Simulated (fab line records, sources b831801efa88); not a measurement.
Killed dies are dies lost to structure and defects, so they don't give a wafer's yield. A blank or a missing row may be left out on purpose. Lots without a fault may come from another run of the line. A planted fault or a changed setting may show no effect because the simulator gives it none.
A struck lot beside a sound one | flow sky130 | 14 steps out of a route of 708
Sound: wafers L474.1, L474.2, L474.5. Struck: wafers L487.2, L487.3, L487.4. The cause comes at the end.
At each step with rows: each side's tool, then ch and its chambers, then its first start. Under that, the readings that differ: sound wafers | struck wafers | difference of the means | sigmas: that difference in standard deviations of wafers without a fault.
alike: readings whose means differ by less than 2 such deviations, and words and numbers that are the same on both sides. not compared: withheld readings, readings that some wafer has no value for, bounds like >300 that may hide the same value, and numbers for which the record gives no deviation and whose values overlap.
The two part at a step that has a row with sigmas, a row that says differs or no value, or rows on one side only. Numbers that don't overlap but have no deviation are shown without sigmas and don't part them. A reading that every wafer of one side lacks parts them only if that side has two wafers or more.

SKY_LDD_LDN_STRIP_12: strips in O2/N2.
  sound on plasma_asher-03 ch 0,1, day 25 15:14; struck on plasma_asher-02 ch 0,1, day 29 23:21
  reading                     | sound          | struck         | difference | sigmas
  drypump_motor_current_A (A) | 6.00 5.92 5.90 | 5.43 5.56 5.42 | -0.47      | -2
  alike: n2_flow_sccm, oes_product_au, strip_time_to_endpoint_s
  not compared: rf_hours_counter_h
SKY_LDD_LDN_TW_MEAS_13:
  sound on film_metro-02, day 25 15:20; struck on film_metro-01, day 29 23:28
  reading    | sound          | struck         | difference | sigmas
  LDD_LDN_TW | 1505 1507 1500 | 1464 1470 1471 | -36        | -3
then, 2 steps without rows for these wafers: SKY_LDD_LDN_CLEAN_14 (cleans in SC1/SC2, time 150 s); SKY_SPACER_CVD_00 (deposits Si3N4 from DCS/NH3, target thk 43.1 nm, time 740 s).
SKY_SPACER_THK_MEAS_01:
  sound on film_metro-03, day 25 17:02; struck on film_metro-01, day 30 01:23
  alike: SPACER_CVD_00_THK
SKY_SPACER_ETCHBACK_02: etches Si3N4 in CH3F/O2, stops on SiO2, time 46.7 s, target depth 45 nm.
  sound on rie_diel-01 ch 1,3, day 25 17:06; struck on rie_diel-01 ch 0,2,3, day 30 01:26
  alike: drypump_motor_current_A, oes_product_au, throttle_valve_pct
  not compared: rf_hours_counter_h
then, 6 steps without rows for these wafers: SKY_POLY_CUT_DEHYDRATE_00 (time 60 s); SKY_POLY_CUT_HMDS_01 (prime time 60 s); SKY_POLY_CUT_COAT_02 (resist thk 60 nm); SKY_POLY_CUT_COAT_03 (resist thk 450 nm); SKY_POLY_CUT_SOFTBAKE_04 (time 90 s); SKY_POLY_CUT_EXPOSE_05 (exposes mask NPCM, target cd 270 nm).
SKY_POLY_CUT_PEB_06:
  sound on litho_track-02 ch 0, day 26 22:00; struck on litho_track-01, day 31 04:00
  reading         | sound          | struck | difference                    | sigmas
  exhaust_pa (Pa) | 46.3 47.6 46.4 | - - -  | no value on the struck wafers |
  not compared: chill_plate_temp_C
then, 1 step without rows for these wafers: SKY_POLY_CUT_DEVELOP_07 (develop time 60 s).

WHERE THEY PART
First at SKY_LDD_LDN_STRIP_12; last, within this record, at SKY_POLY_CUT_PEB_06.

WHY: what the simulator had put in
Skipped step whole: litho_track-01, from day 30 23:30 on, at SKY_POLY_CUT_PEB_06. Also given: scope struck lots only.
